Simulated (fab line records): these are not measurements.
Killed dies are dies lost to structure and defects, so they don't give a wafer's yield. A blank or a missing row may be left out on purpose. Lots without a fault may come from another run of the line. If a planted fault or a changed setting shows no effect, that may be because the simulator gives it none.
fab line records + flow sky130
record:
- lots: 10
- wafers: 29
- lastDay: 50
route steps=708 shown CONTACT@430 METAL1@453 VIA1@470 VIA3@594 PAD_OPEN@708
lots untouched by any fault: they come from a run of this same line in which no faults occurred
startH: hours from the record's first day to the start of the lot's first wafer shown + waitH: hours from the lot's prior step to this one + " identical to the entry in the row above + L1.1+2: a row that stands for several wafers + - no value, or no start was given + * or withheld: withheld + < > ~ a bound
route shown NAME@n: a module of which the file shows steps, and the number in the route of the first + usual: mean/standard deviation taken from wafers without a fault + same: alike in all rows + chamber/n: place in a boat + sites: readings site by site + _std_site: the values' standard deviation + _edge_site: inner sites' mean taken away from outer sites' mean + radiusMm: how far each site lies from the wafer's centre + mask NAME#n: copy n + behind: the tool/chamber that last shaped the wafer + hold: what put the lot on hold/how long, in hours/how the hold closed + device: transistor that didn't switch, given as n, p or np + end of line: the route-end tests of the same wafers + a step given without rows: its recipe and nothing more + killed: count of dies lost to structure and defects at first sort (not the wafer's yield) + map: per-die view of a wafer (x killed, . not killed, _ where there is no die)
set.NAME: setting as actually run; set.NAME@STEP: the setting as run at that earlier step + model.NAME: the simulator's own value behind a step, which no gauge read
the route's steps for a sample of lots (tables are steps, rows are wafers)
services: from which hour (startH, from the record's first day; less than 0 if before it) a tool's chamber was out of use, for how many hours, and why
== steps ==
step: SKY_CONTACT_CVD_24
recipe:
- material: W
- targetThkNm: 340
- timeS: 102.12
- tempC: 400
- pressureTorr: 40
usual:
- heaterPowerOuterW: 534/80
- heaterPowerW: 866/81
- susceptorTempC: 399.99/0.21
| lot.wafer | tool    | chamber | startH | waitH | heaterPowerOuterW | heaterPowerW | susceptorTempC |
|-----------|---------|---------|--------|-------|-------------------|--------------|----------------|
| L102.4    | cvdW-01 | 1       | 736.94 | 0.1   | 645               | 971          | 399.96         |
| L102.5    | "       | 1       | "      | "     | 632               | 945          | 399.73         |
| L102.6    | "       | 0       | "      | "     | 520               | 879          | 399.70         |
| L105.1    | cvdW-01 | 1       | 759.33 | 0.0   | 614               | 977          | 400.03         |
| L105.3    | "       | 0       | "      | "     | 528               | 899          | 400.04         |
| L105.5    | "       | 0       | "      | "     | 505               | 882          | 399.86         |
| L106.2    | cvdW-02 | 1       | 767.13 | 0.0   | 548               | 892          | 399.87         |
| L106.4    | "       | 1       | "      | "     | 570               | 869          | 399.99         |
| L106.6    | "       | 0       | "      | "     | 417               | 735          | 400.00         |
| L107.2    | cvdW-02 | 0       | 781.62 | 0.0   | 428               | 774          | 399.74         |
| L107.4    | "       | 1       | "      | "     | 578               | 873          | 399.84         |
| L107.6    | "       | 1       | "      | "     | 586               | 882          | 399.80         |
| L108.1    | cvdW-02 | 1       | 805.30 | 0.0   | 570               | 885          | 399.92         |
| L108.5    | "       | 1       | "      | "     | 569               | 889          | 399.70         |
| L108.6    | "       | 0       | "      | "     | 423               | 753          | 399.91         |
| L111.3    | cvdW-01 | 0       | 817.53 | 0.1   | 528               | 899          | 400.15         |
| L111.4    | "       | 1       | "      | "     | 641               | 977          | 400.07         |
| L111.5    | "       | 0       | "      | "     | 535               | 893          | 399.89         |
| L112.1    | cvdW-02 | 0       | 819.50 | 0.0   | 421               | 754          | 399.91         |
| L112.3    | "       | 0       | "      | "     | 422               | 759          | 400.06         |
| L112.5    | "       | 0       | "      | "     | 430               | 751          | 400.22         |
| L113.2    | cvdW-01 | 1       | 823.81 | 0.0   | 639               | 965          | 399.73         |
| L113.3    | "       | 0       | "      | "     | 529               | 876          | 400.34         |
| L113.5    | "       | 1       | "      | "     | 636               | 950          | 400.01         |
| L118.2    | cvdW-01 | 0       | 860.49 | 0.0   | 528               | 897          | 399.84         |
| L118.6    | "       | 1       | "      | "     | 650               | 975          | 400.04         |
| L125.1    | cvdW-02 | 1       | 908.31 | 0.0   | 569               | 860          | 400.21         |
| L125.2    | "       | 0       | "      | "     | 415               | 761          | 399.92         |
| L125.4    | "       | 0       | "      | "     | 428               | 749          | 400.20         |
step: SKY_METAL1_METAL_ETCH_19
recipe:
- targetDepthA: 3600
- stopOn: SiO2
- overEtchFrac: 0.3
- timeS: 78
- chemistry: Cl2/BCl3
- resistSidewallDeg: 88
- pressureMtorr: 10
- icpW: 900
- biasW: 48.5
- Cl2_flow_sccm: 60
- bcl3FlowSccm: 30
usual:
- drypumpMotorCurrentA: 5.7/0.36
- oesProductAu: 0.855/0.0058
- throttleValvePct: 22.263/0.009
same:
- overEtchFrac: 0.3
| lot.wafer | tool        | chamber | startH | waitH | drypumpMotorCurrentA | oesProductAu | rfHoursCounterH | throttleValvePct |
|-----------|-------------|---------|--------|-------|----------------------|--------------|-----------------|------------------|
| L102.4    | rieMetal-02 | 0       | 764.86 | 0.1   | 5.0                  | 0.862        | -               | 22.259           |
| L102.5    | "           | 0       | "      | "     | 5.0                  | 0.851        | -               | 22.279           |
| L102.6    | "           | 1       | "      | "     | 6.0                  | 0.847        | -               | 22.253           |
| L105.1    | rieMetal-04 | 1       | 786.63 | 0.0   | 5.6                  | 0.859        | 6               | 22.249           |
| L105.3    | "           | 1       | "      | "     | 5.6                  | 0.853        | -               | 22.263           |
| L105.5    | "           | 0       | "      | "     | 5.6                  | 0.850        | -               | 22.258           |
| L106.2    | rieMetal-04 | 0       | 794.95 | 0.0   | 5.6                  | 0.859        | 7               | 22.267           |
| L106.4    | "           | 0       | "      | "     | 5.6                  | 0.863        | -               | 22.255           |
| L106.6    | "           | 1       | "      | "     | 5.6                  | 0.864        | -               | 22.261           |
| L107.2    | rieMetal-03 | 1       | 808.57 | 0.0   | 5.9                  | 0.860        | 4               | 22.265           |
| L107.4    | "           | 0       | "      | "     | 6.1                  | 0.858        | -               | 22.279           |
| L107.6    | "           | 1       | "      | "     | 5.9                  | 0.854        | -               | 22.262           |
| L108.1    | rieMetal-04 | 1       | 832.97 | 0.0   | 5.6                  | 0.864        | 8               | 22.266           |
| L108.5    | "           | 1       | "      | "     | 5.6                  | 0.870        | -               | 22.274           |
| L108.6    | "           | 0       | "      | "     | 5.6                  | 0.854        | -               | 22.264           |
| L111.3    | rieMetal-04 | 1       | 844.77 | 0.1   | 5.6                  | 0.847        | -               | 22.247           |
| L111.4    | "           | 0       | "      | "     | 5.6                  | 0.851        | -               | 22.272           |
| L111.5    | "           | 1       | "      | "     | 5.6                  | 0.849        | -               | 22.251           |
| L112.1    | rieMetal-02 | 1       | 846.94 | 0.0   | 6.0                  | 0.861        | 6               | 22.275           |
| L112.3    | "           | 1       | "      | "     | 6.0                  | 0.859        | -               | 22.274           |
| L112.5    | "           | 0       | "      | "     | 5.0                  | 0.851        | -               | 22.265           |
| L113.2    | rieMetal-04 | 1       | 850.92 | 0.0   | 5.6                  | 0.857        | 8               | 22.258           |
| L113.3    | "           | 0       | "      | "     | 5.6                  | 0.858        | -               | 22.264           |
| L113.5    | "           | 0       | "      | "     | 5.6                  | 0.861        | -               | 22.251           |
| L118.2    | rieMetal-02 | 1       | 887.58 | 0.0   | 6.0                  | 0.849        | 8               | 22.242           |
| L118.6    | "           | 1       | "      | "     | 6.0                  | 0.847        | -               | 22.271           |
| L125.1    | rieMetal-03 | 0       | 934.47 | 0.0   | 6.1                  | 0.855        | 13              | 22.274           |
| L125.2    | "           | 1       | "      | "     | 6.0                  | 0.854        | 9               | 22.263           |
| L125.4    | "           | 0       | "      | "     | 6.1                  | 0.848        | -               | 22.258           |
step: SKY_VIA1_CD_MEAS_12
recipe:
- targetCdNm: 150
usual:
- cdNm: 149.9/2.1
| lot.wafer | tool     | chamber | startH | waitH | cdNm  |
|-----------|----------|---------|--------|-------|-------|
| L102.4    | cdSem-02 | -       | 793.73 | -     | 152.2 |
| L102.5    | "        | -       | "      | "     | 149.7 |
| L102.6    | "        | -       | "      | "     | 152.8 |
| L105.1    | cdSem-01 | -       | 814.37 | -     | 152.2 |
| L105.3    | "        | -       | "      | "     | 151.0 |
| L105.5    | "        | -       | "      | "     | 150.8 |
| L106.2    | cdSem-02 | -       | 823.29 | -     | 148.2 |
| L106.4    | "        | -       | "      | "     | 149.3 |
| L106.6    | "        | -       | "      | "     | 147.6 |
| L107.2    | cdSem-02 | -       | 836.59 | -     | 150.5 |
| L107.4    | "        | -       | "      | "     | 150.1 |
| L107.6    | "        | -       | "      | "     | 149.4 |
| L108.1    | cdSem-01 | -       | 860.25 | -     | 153.7 |
| L108.5    | "        | -       | "      | "     | 151.2 |
| L108.6    | "        | -       | "      | "     | 152.4 |
| L111.3    | cdSem-02 | -       | 871.86 | -     | 147.7 |
| L111.4    | "        | -       | "      | "     | 149.3 |
| L111.5    | "        | -       | "      | "     | 149.6 |
| L112.1    | cdSem-02 | -       | 874.10 | -     | 153.6 |
| L112.3    | "        | -       | "      | "     | 154.1 |
| L112.5    | "        | -       | "      | "     | 155.6 |
| L113.2    | cdSem-02 | -       | 878.44 | -     | 148.1 |
| L113.3    | "        | -       | "      | "     | 147.3 |
| L113.5    | "        | -       | "      | "     | 148.9 |
| L118.2    | cdSem-01 | -       | 914.27 | -     | 149.5 |
| L118.6    | "        | -       | "      | "     | 149.1 |
| L125.1    | cdSem-02 | -       | 961.02 | -     | 152.3 |
| L125.2    | "        | -       | "      | "     | 150.2 |
| L125.4    | "        | -       | "      | "     | 150.5 |
step: SKY_VIA3_CVD_21
recipe:
- material: W
- targetThkNm: 390
- timeS: 117.31
- tempC: 400
- pressureTorr: 40
usual:
- heaterPowerOuterW: 522/70
- heaterPowerW: 843/64
- susceptorTempC: 399.98/0.22
| lot.wafer | tool    | chamber | startH  | waitH | heaterPowerOuterW | heaterPowerW | susceptorTempC |
|-----------|---------|---------|---------|-------|-------------------|--------------|----------------|
| L102.4    | cvdW-01 | 1       | 929.97  | 0.1   | 595               | 927          | 399.93         |
| L102.5    | "       | 0       | "       | "     | 490               | 805          | 399.92         |
| L102.6    | "       | 1       | "       | "     | 609               | 940          | 399.91         |
| L105.1    | cvdW-01 | 1       | 950.83  | 0.0   | 591               | 891          | 399.91         |
| L105.3    | "       | 1       | "       | "     | 593               | 905          | 400.11         |
| L105.5    | "       | 0       | "       | "     | 475               | 813          | 399.28         |
| L106.2    | cvdW-02 | 1       | 959.26  | 0.0   | 588               | 885          | 400.17         |
| L106.4    | "       | 1       | "       | "     | 565               | 874          | 399.88         |
| L106.6    | "       | 1       | "       | "     | 578               | 899          | 400.09         |
| L107.2    | cvdW-02 | 0       | 970.90  | 0.0   | 422               | 749          | 399.73         |
| L107.4    | "       | 1       | "       | "     | 582               | 908          | 400.11         |
| L107.6    | "       | 1       | "       | "     | 579               | 880          | 400.00         |
| L108.1    | cvdW-02 | 1       | 992.41  | 0.0   | 576               | 880          | 400.34         |
| L108.5    | "       | 0       | "       | "     | 436               | 741          | 400.38         |
| L108.6    | "       | 1       | "       | "     | 568               | 885          | 400.08         |
| L111.3    | cvdW-02 | 0       | 1001.76 | 0.1   | 436               | 758          | 399.93         |
| L111.4    | "       | 1       | "       | "     | 584               | 915          | 400.10         |
| L111.5    | "       | 1       | "       | "     | 581               | 857          | 399.55         |
| L112.1    | cvdW-02 | 1       | 1005.14 | 0.0   | 586               | 894          | 400.21         |
| L112.3    | "       | 1       | "       | "     | 588               | 879          | 399.95         |
| L112.5    | "       | 0       | "       | "     | 444               | 767          | 399.80         |
| L113.2    | cvdW-02 | 0       | 1009.56 | 0.0   | 420               | 761          | 399.70         |
| L113.3    | "       | 1       | "       | "     | 577               | 893          | 400.23         |
| L113.5    | "       | 1       | "       | "     | 584               | 902          | 400.08         |
| L118.2    | cvdW-02 | 0       | 1041.34 | 0.0   | 423               | 773          | 399.90         |
| L118.6    | "       | 0       | "       | "     | 435               | 755          | 400.12         |
| L125.1    | cvdW-01 | 0       | 1082.27 | 0.0   | 491               | 814          | 399.83         |
| L125.2    | "       | 1       | "       | "     | 603               | 884          | 399.71         |
| L125.4    | "       | 1       | "       | "     | 597               | 877          | 400.06         |
step: SKY_VIA3_RS_MEAS_22
recipe:
- thkMeasGauge: four-point-probe
- reads: W_of_VIA3_CVD_21+TiN_of_VIA3_SPUTTER_20
usual:
- VIA3_W_RS: 0.290/0.0066
| lot.wafer | tool         | chamber | startH  | waitH | hold                    | VIA3_W_RS[ohm/sq] |
|-----------|--------------|---------|---------|-------|-------------------------|-------------------|
| L102.4    | filmMetro-04 | -       | 930.11  | 0.1   | -                       | 0.297             |
| L102.5    | "            | -       | "       | "     | -                       | 0.280             |
| L102.6    | "            | -       | "       | "     | -                       | 0.297             |
| L105.1    | filmMetro-01 | -       | 950.95  | 0.1   | -                       | 0.296             |
| L105.3    | "            | -       | "       | "     | -                       | 0.288             |
| L105.5    | "            | -       | "       | "     | -                       | 0.281             |
| L106.2    | filmMetro-03 | -       | 959.41  | 0.1   | -                       | 0.297             |
| L106.4    | "            | -       | "       | "     | -                       | 0.295             |
| L106.6    | "            | -       | "       | "     | -                       | 0.297             |
| L107.2    | filmMetro-04 | -       | 971.04  | 0.1   | -                       | 0.292             |
| L107.4    | "            | -       | "       | "     | -                       | 0.297             |
| L107.6    | "            | -       | "       | "     | -                       | 0.298             |
| L108.1    | filmMetro-03 | -       | 992.54  | 0.1   | -                       | 0.293             |
| L108.5    | "            | -       | "       | "     | -                       | 0.291             |
| L108.6    | "            | -       | "       | "     | -                       | 0.293             |
| L111.3    | filmMetro-04 | -       | 1001.88 | 0.1   | -                       | 0.293             |
| L111.4    | "            | -       | "       | "     | -                       | 0.298             |
| L111.5    | "            | -       | "       | "     | -                       | 0.294             |
| L112.1    | filmMetro-04 | -       | 1005.26 | 0.1   | -                       | 0.297             |
| L112.3    | "            | -       | "       | "     | -                       | 0.295             |
| L112.5    | "            | -       | "       | "     | -                       | 0.297             |
| L113.2    | filmMetro-01 | -       | 1009.70 | 0.1   | -                       | 0.294             |
| L113.3    | "            | -       | "       | "     | -                       | 0.293             |
| L113.5    | "            | -       | "       | "     | -                       | 0.291             |
| L118.2    | filmMetro-03 | -       | 1041.49 | 0.1   | awaitDispo/0.2h/release | 0.257             |
| L118.6    | "            | -       | "       | "     | awaitDispo/0.2h/release | 0.296             |
| L118.2    | filmMetro-03 | -       | 1041.77 | 0.3   | -                       | 0.258             |
| L118.6    | "            | -       | "       | "     | -                       | 0.295             |
| L125.1    | filmMetro-04 | -       | 1082.39 | 0.1   | -                       | 0.279             |
| L125.2    | "            | -       | "       | "     | -                       | 0.295             |
| L125.4    | "            | -       | "       | "     | -                       | 0.291             |
step: SKY_VIA3_THK_MEAS_23
recipe:
- thkMeasGauge: xrf
- reads: W_of_VIA3_CVD_21
usual:
- VIA3_W_THK: 390/9.4
| lot.wafer | tool         | chamber | startH  | waitH | hold                    | VIA3_W_THK[nm] |
|-----------|--------------|---------|---------|-------|-------------------------|----------------|
| L102.4    | filmMetro-04 | -       | 930.20  | 0.1   | -                       | 386            |
| L102.5    | "            | -       | "       | "     | -                       | 413            |
| L102.6    | "            | -       | "       | "     | -                       | 384            |
| L105.1    | filmMetro-01 | -       | 951.07  | 0.1   | -                       | 378            |
| L105.3    | "            | -       | "       | "     | -                       | 385            |
| L105.5    | "            | -       | "       | "     | -                       | 396            |
| L106.2    | filmMetro-03 | -       | 959.52  | 0.1   | -                       | 376            |
| L106.4    | "            | -       | "       | "     | -                       | 380            |
| L106.6    | "            | -       | "       | "     | -                       | 377            |
| L107.2    | filmMetro-04 | -       | 971.15  | 0.1   | -                       | 391            |
| L107.4    | "            | -       | "       | "     | -                       | 382            |
| L107.6    | "            | -       | "       | "     | -                       | 381            |
| L108.1    | filmMetro-03 | -       | 992.66  | 0.1   | -                       | 380            |
| L108.5    | "            | -       | "       | "     | -                       | 382            |
| L108.6    | "            | -       | "       | "     | -                       | 379            |
| L111.3    | filmMetro-04 | -       | 1001.98 | 0.1   | -                       | 390            |
| L111.4    | "            | -       | "       | "     | -                       | 387            |
| L111.5    | "            | -       | "       | "     | -                       | 391            |
| L112.1    | filmMetro-04 | -       | 1005.38 | 0.1   | -                       | 388            |
| L112.3    | "            | -       | "       | "     | -                       | 390            |
| L112.5    | "            | -       | "       | "     | -                       | 385            |
| L113.2    | filmMetro-01 | -       | 1009.81 | 0.1   | -                       | 381            |
| L113.3    | "            | -       | "       | "     | -                       | 385            |
| L113.5    | "            | -       | "       | "     | -                       | 383            |
| L118.2    | filmMetro-03 | -       | 1047.53 | 5.7   | awaitDispo/0.2h/release | 431            |
| L118.6    | "            | -       | "       | "     | awaitDispo/0.2h/release | 377            |
| L118.2    | filmMetro-03 | -       | 1047.76 | 0.2   | -                       | 430            |
| L118.6    | "            | -       | "       | "     | -                       | 374            |
| L125.1    | filmMetro-04 | -       | 1082.51 | 0.1   | -                       | 409            |
| L125.2    | "            | -       | "       | "     | -                       | 387            |
| L125.4    | "            | -       | "       | "     | -                       | 391            |
step: SKY_VIA3_CMP_24
recipe:
- stopOn: SiO2
- tOverpolishS: 20
- downForcePsi: 3.5
- platenRpm: 60
- targetThkNm: 0
- padVelocityMS: 0.94248
usual:
- motorCurrentA: 11.1/0.73
- timeToEndpointS: 95/3.6
| lot.wafer | tool   | chamber | startH  | waitH | hold                    | motorCurrentA | timeToEndpointS |
|-----------|--------|---------|---------|-------|-------------------------|---------------|-----------------|
| L102.4    | cmp-02 | 1       | 930.23  | 0.0   | -                       | 10.6          | 88              |
| L102.5    | "      | 1       | "       | "     | -                       | 10.4          | 96              |
| L102.6    | "      | 2       | "       | "     | -                       | 10.8          | 88              |
| L105.3    | cmp-01 | 2       | 951.13  | 0.0   | -                       | 11.0          | 98              |
| L105.1    | "      | 3       | "       | "     | -                       | 11.7          | 91              |
| L105.5    | "      | 2       | "       | "     | -                       | 11.5          | 98              |
| L106.2    | cmp-02 | 0       | 959.57  | 0.0   | -                       | 12.1          | 95              |
| L106.4    | "      | 2       | "       | "     | -                       | 11.5          | 96              |
| L106.6    | "      | 0       | "       | "     | -                       | 11.9          | 95              |
| L107.4    | cmp-01 | 1       | 971.20  | 0.0   | -                       | 11.4          | 97              |
| L107.2    | "      | 0       | "       | "     | -                       | 10.3          | 97              |
| L107.6    | "      | 2       | "       | "     | -                       | 10.5          | 93              |
| L108.1    | cmp-02 | 0       | 992.82  | 0.1   | -                       | 12.2          | 95              |
| L108.6    | "      | 2       | "       | "     | -                       | 10.8          | 92              |
| L108.5    | "      | 3       | "       | "     | -                       | 12.0          | 91              |
| L111.3    | cmp-01 | 2       | 1002.12 | 0.1   | -                       | 11.4          | 91              |
| L111.4    | "      | 3       | "       | "     | -                       | 11.0          | 90              |
| L111.5    | "      | 0       | "       | "     | -                       | 9.8           | 92              |
| L112.3    | cmp-02 | 0       | 1005.49 | 0.1   | -                       | 12.2          | 97              |
| L112.1    | "      | 2       | "       | "     | -                       | 11.0          | 95              |
| L112.5    | "      | 3       | "       | "     | -                       | 12.0          | 92              |
| L113.2    | cmp-01 | 3       | 1009.86 | 0.0   | -                       | 11.4          | 95              |
| L113.3    | "      | 2       | "       | "     | -                       | 10.6          | 92              |
| L113.5    | "      | 0       | "       | "     | -                       | 9.7           | 94              |
| L118.2    | cmp-01 | 1       | 1050.43 | 2.7   | awaitDispo/2.5h/release | 11.3          | 108             |
| L118.6    | "      | 2       | "       | "     | awaitDispo/2.5h/release | 10.4          | 96              |
| L125.1    | cmp-01 | 0       | 1082.62 | 0.1   | -                       | 10.5          | 100             |
| L125.2    | "      | 1       | "       | "     | -                       | 11.9          | 95              |
| L125.4    | "      | 2       | "       | "     | -                       | 11.6          | 97              |
step: SKY_PAD_OPEN_PROBE_99
usual:
- defectLimitedYield: 82.5/2
- killed_at_M0_to_M3: 44/7
- killed_at_M4_up: 3.0/1.7
- killedAtContacts: 24/5.2
- killedAtFrontEnd: 15/4.8
- killedAtOther: 0.2/0.56
- killedDies: 86/9.7
- killedOnRim: 17/4.1
- killedOpen: 47/7.1
- killedShort: 39/6.3
- sort_bin_3_pad_short: 0.9/0.4
- sort_bin_5_function: 10.3/1.6
- sort_bin_6_memory: 6.3/1.2
- sortNPass: 406/9.7
- sortYieldPct: 82.5/2
same:
- grossDies: 492
- killedAtBackSide: 0
- sort_bin_4_leakage[%]: 0
- sort_bin_8_speed[%]: 0
| lot.wafer | tool      | chamber | startH  | waitH | defectLimitedYield[%] | killed_at_M0_to_M3 | killed_at_M4_up | killedAtContacts | killedAtFrontEnd | killedAtOther | killedDies | killedOnRim | killedOpen | killedShort | sort_bin_3_pad_short[%] | sort_bin_5_function[%] | sort_bin_6_memory[%] | sortNPass | sortYieldPct[%] |
|-----------|-----------|---------|---------|-------|-----------------------|--------------------|-----------------|------------------|------------------|---------------|------------|-------------|------------|-------------|-------------------------|------------------------|----------------------|-----------|-----------------|
| L113.2    | prober-01 | -       | 1144.82 | 0.1   | 84.6                  | 47                 | 0               | 20               | 9                | 0             | 76         | 13          | 42         | 32          | 1.0                     | 9.1                    | 5.3                  | 416       | 84.6            |
| L113.5    | prober-01 | -       | 1144.97 | 0.2   | 82.9                  | 47                 | 1               | 22               | 14               | 0             | 84         | 15          | 42         | 42          | 0.6                     | 8.9                    | 7.5                  | 408       | 82.9            |
| L118.6    | prober-01 | -       | 1170.94 | 0.2   | 84.3                  | 46                 | 2               | 17               | 12               | 0             | 77         | 17          | 41         | 36          | 0.6                     | 9.6                    | 5.5                  | 415       | 84.3            |
killed by level:class
L113.2 VIA1:geometricParticle:open=15 CONTACT:geometricParticle:open=7 METAL1:geometricParticle:short=5 VIA2:geometricParticle:open=5 VIA2:geometricParticle:short=5 CONTACT:geometricParticle:short=4 LOCAL_INTERCONNECT:geometricParticle:short=4 LI_CONTACT:geometricParticle:open=3
L113.5 CONTACT:geometricParticle:open=10 METAL2:geometricParticle:short=10 VIA3:geometricParticle:open=9 VIA1:geometricParticle:open=8 VIA2:geometricParticle:open=7 LI_CONTACT:geometricParticle:open=4 VIA1:geometricParticle:short=4 FIELD_ISO:geometricParticle:open=3
L118.6 METAL2:geometricParticle:short=10 METAL1:geometricParticle:short=8 VIA1:geometricParticle:open=8 CONTACT:geometricParticle:open=7 VIA2:geometricParticle:open=6 LI_CONTACT:geometricParticle:open=4 METAL1:geometricParticle:open=4 VIA1:geometricParticle:short=4
== services ==
| tool        | chamber | startH  | hours | kind   |
|-------------|---------|---------|-------|--------|
| cmp-01      | -       | 744.00  | 4.0   | pm     |
| cvdW-02     | 1       | 754.06  | 12.7  | repair |
| cmp-01      | -       | 758.75  | 1.3   | repair |
| rieMetal-04 | -       | 791.00  | 2.8   | pm     |
| rieMetal-03 | -       | 816.32  | 1.4   | pm     |
| cvdW-01     | -       | 865.50  | 1.5   | repair |
| cvdW-01     | -       | 887.66  | 6.9   | pm     |
| cvdW-01     | -       | 904.00  | 14.0  | pm     |
| rieMetal-04 | 0       | 908.29  | 1.8   | repair |
| cmp-02      | -       | 912.00  | 4.0   | pm     |
| cmp-01      | -       | 918.50  | 5.3   | pm     |
| rieMetal-04 | 0       | 923.60  | 20.7  | repair |
| cmp-01      | -       | 926.55  | 3.8   | repair |
| cmp-01      | -       | 926.73  | 5.7   | repair |
| cvdW-01     | -       | 940.28  | 2.8   | pm     |
| cvdW-02     | 1       | 943.49  | 7.7   | repair |
| rieMetal-04 | -       | 959.22  | 4.3   | pm     |
| cmp-02      | -       | 993.62  | 0.6   | repair |
| rieMetal-04 | -       | 1008.66 | 1.3   | repair |
| cmp-02      | -       | 1041.12 | 4.7   | pm     |
| rieMetal-04 | 1       | 1042.70 | 9.7   | repair |
| cvdW-02     | 0       | 1043.97 | 16.5  | repair |
| rieMetal-02 | 0       | 1069.45 | 2.6   | repair |
| cvdW-02     | -       | 1079.34 | 0.2   | repair |
== key ==
firstSign:
- step: SKY_VIA3_RS_MEAS_22
- reading: visit
- direction: added
effect:
- step: SKY_VIA3_RS_MEAS_22
- reading: VIA3_W_RS
- direction: down
- sigmas: 5
- usual: 0.290
- struck: 0.257
effect:
- step: SKY_VIA3_THK_MEAS_23
- reading: visit
- direction: added
effect:
- step: SKY_VIA3_CMP_24
- reading: timeToEndpointS
- direction: up
- sigmas: 3.6
- usual: *
- struck: *
metAt SKY_VIA3_CVD_21
struckLots L118
struckWafers L118.2
rowsEnd L118.2
notActingAt SKY_CONTACT_CVD_24,SKY_METAL1_METAL_ETCH_19,SKY_VIA1_CD_MEAS_12
onsetBetween 1009.56 1041.34
fault:
- kind: processParameterDrift
- tool: cvdW-02
- chamber: -
- onsetH: 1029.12
- steps: SKY_VIA3_CVD_21
- channel: targetThkNm
- offset: 52.929
- shape: step
- endH: 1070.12
- scope: struckWafersOnly
- actsIn: theseRecipesOnly
- stated: 390
rowsEnd: these wafers met a further fault down the route, and their rows from its step on are left out
